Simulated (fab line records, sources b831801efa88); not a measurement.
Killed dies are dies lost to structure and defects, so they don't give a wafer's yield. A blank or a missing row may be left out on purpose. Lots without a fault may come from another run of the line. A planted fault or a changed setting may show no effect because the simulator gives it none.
Chamber matching | flow gf180mcu | GF_V3_CMP_04 on cmp-02: 4 sister chambers
The step polishes SiO2. 4 wafers are shown with their chamber, then 12 later ones without.

WAFERS WITH THEIR CHAMBER
wafer  | chamber | motor_current_A (A)
L088.2 | 3       | 13.2
L088.3 | 1       | 12.7
L091.2 | 2       | 12.6
L091.6 | 0       | 12.7

WAFERS WITHOUT THEIR CHAMBER
wafer  | motor_current_A (A)
L093.1 | 13.4
L093.5 | 12.3
L093.6 | 11.8
L092.1 | 13.0
L092.3 | 13.7
L092.4 | 12.4
L094.3 | 12.7
L094.4 | 13.2
L094.6 | 13.8
L096.1 | 12.2
L096.3 | 13.0
L096.5 | 13.4

WHICH CHAMBER EACH WENT THROUGH
wafer  | from the rows above               | in truth
L093.1 | can't be placed: 3 or 0 or 1 or 2 | 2
L093.5 | can't be placed: 2 or 0 or 1 or 3 | 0
L093.6 | can't be placed: 2 or 0 or 1 or 3 | 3
L092.1 | can't be placed: 3 or 0 or 1 or 2 | 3
L092.3 | can't be placed: 3 or 0 or 1 or 2 | 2
L092.4 | can't be placed: 2 or 0 or 1 or 3 | 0
L094.3 | can't be placed: 0 or 1 or 2 or 3 | 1
L094.4 | can't be placed: 3 or 0 or 1 or 2 | 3
L094.6 | can't be placed: 3 or 0 or 1 or 2 | 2
L096.1 | can't be placed: 2 or 0 or 1 or 3 | 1
L096.3 | can't be placed: 3 or 0 or 1 or 2 | 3
L096.5 | can't be placed: 3 or 0 or 1 or 2 | 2
Placed correctly: 0 of 12. Can't be placed from these rows: 12 (the true chamber is among the candidates in 12). Placed wrongly: 0.
How it was worked out, from the rows above alone: a wafer's distance from a chamber is the root of the sum, over the readings, of the square of ((its reading less the chamber's mean) divided by the reading's scatter). The wafer belongs to the nearest chamber; if the next one is less than 2 further off, it can't be placed. A chamber's mean is the mean of its shown wafers. The scatter: with one shown wafer a chamber, the root of the mean of the squares of how far each hidden wafer lies from its nearest shown one.
